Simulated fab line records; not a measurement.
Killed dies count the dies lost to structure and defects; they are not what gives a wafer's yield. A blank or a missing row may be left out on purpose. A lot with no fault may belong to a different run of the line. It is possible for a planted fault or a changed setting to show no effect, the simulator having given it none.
A lot that was struck, set against a sound lot -- flow sfq line -- 14 steps out of a route of 325
Sound: wafers L834.2, L834.3, L834.5. Struck: wafers L838.1, L838.2, L838.3. Last of all comes the cause.
For every step that has rows: the tool of each side, followed by ch and its chambers, followed by its first start. Under that, the readings that differ: sound wafers -- struck wafers -- difference of the means -- sigmas: that difference in standard deviations of wafers without a fault.
alike: words and numbers the same on both sides, and readings whose means are apart by under 2 such deviations; not compared: readings that were withheld, readings missing a value for some wafer, numbers with overlapping values and no deviation given by the record, and bounds like >300 which may hide the same value.
Wherever a step has rows on one side only, a row that says differs or no value, or a row with sigmas, the two part there. Non-overlapping numbers with no deviation appear without sigmas and do not part them. A reading that every wafer of one side lacks parts them only if that side has two wafers or more.

first, 6 steps without rows for these wafers: SFQ_TRILAYER_M3_LITHO_COAT_080 (resist thk 62 nm); SFQ_TRILAYER_M3_LITHO_COAT_075 (resist thk 600 nm); SFQ_TRILAYER_M3_LITHO_SOFTBAKE_079; SFQ_TRILAYER_M3_LITHO_EXPOSE_076 (exposes mask M3, target cd 500 nm); SFQ_TRILAYER_M3_LITHO_PEB_078 (peb time 60 s); SFQ_TRILAYER_M3_LITHO_DEVELOP_077 (time 60 s).
SFQ_M3_OVL_MEAS_921:
  sound: overlay-02 at day 24 14:55; struck: overlay-02 at day 32 06:55
  alike: M3_OVL
SFQ_TRILAYER_M3_BARC_OPEN_METAL_ETCH_100: etches BARC in O2, target depth 125 nm, time 41.7 s.
  sound on rie metal-03 ch 0,1, day 24 14:56; struck on rie metal-01 ch 0,1, day 32 06:57
  alike: bias w, drypump motor current A, oes product au, rf fwd power W
  not compared: rf hours counter h
SFQ_TRILAYER_M3_ETCH_METAL_ETCH_078: etches Nb in Cl2/Ar, stops on SiO2, target depth 240 nm, time 120 s.
  sound on rie metal-03 ch 0,1, day 24 15:00; struck on rie metal-01 ch 0,1, day 32 07:01
  alike: bias w, drypump motor current A, oes product au, rf fwd power W
  not compared: rf hours counter h
SFQ_TRILAYER_M3_STRIP_STRIP_079: strips in O2.
  sound on rie metal-03 ch 0,1, day 24 15:07; struck on rie metal-01 ch 0,1, day 32 07:08
  alike: drypump motor current A, oes product au
  not compared: rf hours counter h
then, 1 step without rows for these wafers: SFQ_TRILAYER_M3_STRIP_SOLV_CLEAN_080 (cleans in NMP, time 600 s).
SFQ_TRILAYER_I3_DEP_PECVD_081: deposits SiO2 from SiH4/N2O, time 111.11 s, target thk 500 nm.
  sound on pecvd-04 ch 1,2, day 24 15:54; struck on pecvd-04 ch 0,1,2, day 32 07:55
reading,sound,struck,difference,sigmas
heater power outer w (W),53 47 57,23 19 0,-38,-3
heater power w (W),131 105 132,87 67 30,-61,-3
rf fwd power W (W),182.7 182.5 182.7,256.9 256.1 256.7,+73.9,+99 or more
showerhead vpp V (V),832 806 853,971 967 1062,+170,+5
model.SiO2_of_TRILAYER_I3_DEP_PECVD_081.thk nm (nm),487.3 487.4 493,548.6 548.7 550.4,+60.0,
  alike: throttle valve pct
SFQ_TRILAYER_I3_CMP_CMP_082: polishes SiO2.
  sound on cmp-02 ch 1,2, day 25 05:53; struck on cmp-01 ch 0,1,2, day 32 09:47
reading,sound,struck,difference,sigmas
time to endpoint s (s),200 215 208,236 238 249,+33,+4
  alike: motor current A, retaining ring pressure frac
SFQ_I3_BOW_MEAS_922:
  sound: film metro-04 at day 25 08:54; struck: film metro-04 at day 32 12:47
  alike: I3_BOW

WHERE THEY PART
Earliest at SFQ_TRILAYER_I3_DEP_PECVD_081; latest, in this record, at SFQ_TRILAYER_I3_CMP_CMP_082. Later steps at which nothing parts them and some readings are alike: SFQ_I3_BOW_MEAS_922.

WHY: the cause the simulator had injected
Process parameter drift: pecvd-04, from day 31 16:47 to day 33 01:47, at SFQ_TRILAYER_I3_DEP_PECVD_081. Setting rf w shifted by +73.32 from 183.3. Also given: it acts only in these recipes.
